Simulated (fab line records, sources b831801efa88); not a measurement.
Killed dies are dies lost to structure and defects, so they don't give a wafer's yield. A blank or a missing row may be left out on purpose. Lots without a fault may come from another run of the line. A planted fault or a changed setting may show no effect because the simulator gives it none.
A struck lot beside a sound one | flow sky130 | 17 steps out of a route of 708
Sound: wafers L622.1, L622.2, L622.4. Struck: wafers L624.2, L624.5, L624.6. The cause comes at the end.
At each step with rows: each side's tool, then ch and its chambers, then its first start. Under that, the readings that differ: sound wafers | struck wafers | difference of the means | sigmas: that difference in standard deviations of wafers without a fault.
alike: readings whose means differ by less than 2 such deviations, and words and numbers that are the same on both sides. not compared: withheld readings, readings that some wafer has no value for, bounds like >300 that may hide the same value, and numbers for which the record gives no deviation and whose values overlap.
The two part at a step that has a row with sigmas, a row that says differs or no value, or rows on one side only. Numbers that don't overlap but have no deviation are shown without sigmas and don't part them. A reading that every wafer of one side lacks parts them only if that side has two wafers or more.

SKY_LOCAL_INTERCONNECT_RS_MEAS_01: measures by four-point-probe.
  sound on film_metro-02, day 33 14:04; struck on film_metro-02, day 34 05:08
  reading                            | sound             | struck            | difference | sigmas
  LOCAL_INTERCONNECT_TIN_RS (ohm/sq) | 14.40 14.47 14.38 | 14.04 14.12 14.22 | -0.29      | -2
SKY_LOCAL_INTERCONNECT_THK_MEAS_02: measures by xrf.
  sound on film_metro-02, day 33 14:11; struck on film_metro-02, day 34 05:15
  alike: LOCAL_INTERCONNECT_TIN_THK
then, 8 steps without rows for these wafers: SKY_LOCAL_INTERCONNECT_DEHYDRATE_03 (time 60 s); SKY_LOCAL_INTERCONNECT_HMDS_04 (prime time 60 s); SKY_LOCAL_INTERCONNECT_COAT_05 (resist thk 60 nm); SKY_LOCAL_INTERCONNECT_COAT_06 (resist thk 450 nm); SKY_LOCAL_INTERCONNECT_SOFTBAKE_07 (time 90 s); SKY_LOCAL_INTERCONNECT_EXPOSE_08 (exposes mask LI1M, target cd 170 nm); SKY_LOCAL_INTERCONNECT_PEB_09; SKY_LOCAL_INTERCONNECT_DEVELOP_10 (develop time 60 s).
SKY_LOCAL_INTERCONNECT_CD_MEAS_11: target cd 170 nm.
  sound on cd_sem-01, day 34 17:02; struck on cd_sem-01, day 35 08:23
  alike: cd_nm
SKY_LOCAL_INTERCONNECT_OVL_MEAS_12:
  sound on overlay-01, day 34 17:10; struck on overlay-02, day 35 08:29
  alike: LOCAL_INTERCONNECT_OVL
SKY_LOCAL_INTERCONNECT_ETCH_13: etches BARC in N2/H2, stops on SiO2, time 45.9 s, target depth 60 nm.
  sound on rie_metal-04 ch 0,1, day 34 17:12; struck on rie_metal-04 ch 0,1, day 35 08:31
  reading                                                   | sound             | struck            | difference | sigmas
  model.KrF-thick_of_LOCAL_INTERCONNECT_COAT_06.thk_nm (nm) | 392.5 392.5 392.6 | 399.9 401.3 397.5 | +7.0       |
  alike: chamber_pressure_mTorr, drypump_motor_current_A, h2_flow_sccm, oes_product_au, throttle_valve_pct
  not compared: rf_hours_counter_h
SKY_LOCAL_INTERCONNECT_METAL_ETCH_14: etches TiN in Cl2/BCl3, stops on PSG, target depth 110 nm, time 31.4 s.
  sound on rie_metal-04 ch 0,1, day 34 17:16; struck on rie_metal-04 ch 0,1, day 35 08:35
  reading                                                   | sound             | struck            | difference | sigmas
  model.KrF-thick_of_LOCAL_INTERCONNECT_COAT_06.thk_nm (nm) | 348.8 347.7 347.8 | 356.4 357.6 352.3 | +7.3       |
  alike: chamber_pressure_mTorr, drypump_motor_current_A, oes_product_au, throttle_valve_pct
  not compared: rf_hours_counter_h
SKY_LOCAL_INTERCONNECT_STRIP_15: strips in O2/N2.
  sound on plasma_asher-03 ch 0,1, day 34 17:19; struck on plasma_asher-04 ch 0,1, day 35 08:38
  reading                      | sound             | struck            | difference | sigmas
  strip_time_to_endpoint_s (s) | 4.721 4.711 4.709 | 4.792 4.809 4.751 | +0.070     | +4
  alike: chamber_pressure_mTorr, drypump_motor_current_A, oes_product_au
  not compared: rf_hours_counter_h
then, 1 step without rows for these wafers: SKY_LOCAL_INTERCONNECT_STRIP_16 (strips in post etch residue remover, time 1200 s).
-- the record jumps here: 14 days lie between the struck wafers' starts before and after (it left off in module LOCAL_INTERCONNECT and takes up again in module PAD_OPEN, whose first step shown is number 708 of the route) --
SKY_PAD_OPEN_PROBE_99:
  the record has rows for the struck wafers here (prober-02, day 49 11:42) and none for the sound ones

WHERE THEY PART
First at SKY_LOCAL_INTERCONNECT_RS_MEAS_01; last, within this record, at SKY_PAD_OPEN_PROBE_99.

WHY: what the simulator had put in
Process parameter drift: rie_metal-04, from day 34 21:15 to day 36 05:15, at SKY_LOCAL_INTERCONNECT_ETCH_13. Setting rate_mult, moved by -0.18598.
